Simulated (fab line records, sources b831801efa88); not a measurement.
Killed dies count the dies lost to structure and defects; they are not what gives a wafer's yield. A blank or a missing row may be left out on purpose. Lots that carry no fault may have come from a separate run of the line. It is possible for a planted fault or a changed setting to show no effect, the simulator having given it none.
The same fault as seen by 2 desks    flow sky130    numbers are kept per desk, each desk with only its own; the story behind them comes last

AT THE METROLOGY DESK
What the gauges read for every lot (on any tool): the sampled wafers with a number, averaged. Marked OUT: a lot whose mean sits more than 4 standard deviations from the usual mean, which makes it out of limits; the brackets give that distance.
Columns: A = POLY_GATE_CVD_00_THK at SKY_POLY_GATE_THK_MEAS_01, usual 179.7 nm; B = LDD_N_OVL at SKY_LDD_N_OVL_MEAS_07, usual 0.7 nm; C = LDD_P_OVL at SKY_LDD_P_OVL_MEAS_08, usual 0.7 nm
lot   first seen here  A      B     C
L743  day 14 02:22     179.6  2.5   1.0
L745  day 14 16:28     181.0  -0.1  1.5
L747  day 15 09:25     180.0  -3.0  0.7
L746  day 15 09:25     181.3  0.3   1.0
L751  day 16 16:38     180.8  1.8   1.0
L754  day 17 21:08     180.0  1.0   0.2
L755  day 18 10:17     179.4  1.2   1.0
L757  day 18 23:25     179.6  1.8   0.6
L759  day 19 23:58     178.2  1.4   3.8
L762  day 20 22:26     180.3  3.2   0.1
L763  day 21 07:56     180.3  1.1   2.3
L764  day 21 14:41     180.5  -2.0  0.6
L765  day 21 20:21     178.8  3.0   0.5
L766  day 22 04:08     182.0  -2.0  -0.6
Result from this desk: across the 14 lots, nothing is out of limits.

AT THE TOOL OWNER'S DESK: implanter-02
The tool's own readings at SKY_LDD_LDN_IMPLANT_11: means of the sampled wafers that have a number, for each lot that ran on this tool. Marked OUT: a lot whose mean sits more than 4 standard deviations from the usual mean, which makes it out of limits; the brackets give that distance.
Columns: A = beamEnergyKeV at SKY_LDD_LDN_IMPLANT_11, usual 15.000
lot   first seen here  A
L754  day 26 22:05     16.994 (+99 or more) OUT
L757  day 27 20:51     16.991 (+99 or more) OUT
L764  day 30 08:31     14.998
Finding of this desk: L754, L757 out of limits; the first was L754 at day 26 22:05, on beamEnergyKeV at SKY_LDD_LDN_IMPLANT_11. L764: within limits.

BROUGHT TOGETHER
An alarm could have come from the tool owner's desk at day 26 22:05, on L754, L757.
Nothing out of limits was seen by the metrology desk.
The metrology desk has L754, L757 on record, within its limits.
SKY_LDD_LDN_IMPLANT_11 was run on implanter-02 by each of the lots named.

WHAT THE SIMULATOR HAD INSERTED
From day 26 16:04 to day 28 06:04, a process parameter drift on implanter-02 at SKY_LDD_LDN_IMPLANT_11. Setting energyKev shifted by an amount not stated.
Lots struck among those shown: L754, L757.
Time in hours from fault onset to the first out-of-limits reading at each desk: the tool owner's desk, 6.
